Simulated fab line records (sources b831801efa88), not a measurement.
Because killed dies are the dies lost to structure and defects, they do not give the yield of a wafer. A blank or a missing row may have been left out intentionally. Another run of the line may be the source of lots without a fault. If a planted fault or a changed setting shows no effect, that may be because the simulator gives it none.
A struck lot beside a sound one -- flow sky130 -- 15 out of 708 route steps
Sound: wafers L488.2, L488.4, L488.6. Struck: wafer L495.2. (L495.3, L495.5 of the same lot were not struck and are left out.) The cause comes at the end.
Each step with rows lists, per side, the tool, then ch with its chambers, then its first start. Under that, the readings that differ: sound wafers -- struck wafers -- difference of the means -- sigmas: that difference in standard deviations of wafers without a fault.
alike: a reading whose means differ by less than 2 such deviations, as well as words and numbers matching on both sides. not compared: withheld readings; readings where some wafer has no value; bounds like >300 that might hide an equal value; numbers whose values overlap and for which the record gives no deviation.
Wherever a step has rows on one side only, a row that says differs or no value, or a row with sigmas, the two part there. When numbers do not overlap yet have no deviation, they are printed without sigmas and do not part them. Lack of a reading on every wafer of one side parts them only where that side has two or more wafers.

SKY_NWELL_TW_MEAS_26:
  sound on film_metro-02, day 5 17:38; struck on film_metro-02, day 7 15:02
  alike: NWELL_2_TW
then, 1 step without rows for these wafers: SKY_NWELL_CLEAN_27 (cleans in SC1/SC2, time 150 s).
SKY_NWELL_RTA_28: time 30 s.
  sound on rtp_anneal-01 ch 0, day 5 17:45; struck on rtp_anneal-02 ch 0, day 7 15:13
  alike: lamp_power_pct, wafer_temp_C_max
SKY_NWELL_RS_MEAS_29: the measuring method here is four-point-probe.
  sound on film_metro-03, day 5 17:51; struck on film_metro-04, day 7 15:19
  alike: NWELL_RS
SKY_NWELL_RS_MEAS_31: the measuring method here is four-point-probe.
  sound on film_metro-03, day 5 18:05; struck on film_metro-04, day 7 15:34
reading,sound,struck,difference,sigmas
PWDE_RS (ohm/sq),5271 5272 5268,5334,+64,+4
then, 6 steps without rows for these wafers: SKY_VT_ADJUST_HVTP_DEHYDRATE_00 (time 60 s); SKY_VT_ADJUST_HVTP_HMDS_01 (prime time 60 s); SKY_VT_ADJUST_HVTP_COAT_02 (resist thk 1140 nm); SKY_VT_ADJUST_HVTP_SOFTBAKE_03 (time 60 s); SKY_VT_ADJUST_HVTP_EXPOSE_04 (exposes mask HVTPM, target cd 380 nm); SKY_VT_ADJUST_HVTP_PEB_05.
SKY_VT_ADJUST_HVTP_DEVELOP_06: develop time 60 s.
  sound on litho_track-02 ch 0, day 6 12:14; struck on litho_track-04 ch 0, day 8 10:31
SKY_VT_ADJUST_HVTP_CD_MEAS_07: the cd target is 380 nm.
  sound on cd_sem-02, day 6 12:22; struck on cd_sem-01, day 8 10:40
reading,sound,struck,difference,sigmas
cd_nm (nm),378.5 377.0 377.5,371.7,-6.0,-3
SKY_VT_ADJUST_HVTP_OVL_MEAS_08:
  sound on overlay-02, day 6 12:29; struck on overlay-02, day 8 10:46
  alike: VT_ADJUST_HVTP_OVL
next, for these wafers, 1 step has no rows: SKY_PAD_OPEN_PROBE_99.

WHERE THEY PART
Earliest at SKY_NWELL_RS_MEAS_31; latest, in this record, at SKY_VT_ADJUST_HVTP_CD_MEAS_07. Later steps at which nothing parts them and some readings are alike: SKY_VT_ADJUST_HVTP_OVL_MEAS_08.

WHY: whatever the simulator had introduced
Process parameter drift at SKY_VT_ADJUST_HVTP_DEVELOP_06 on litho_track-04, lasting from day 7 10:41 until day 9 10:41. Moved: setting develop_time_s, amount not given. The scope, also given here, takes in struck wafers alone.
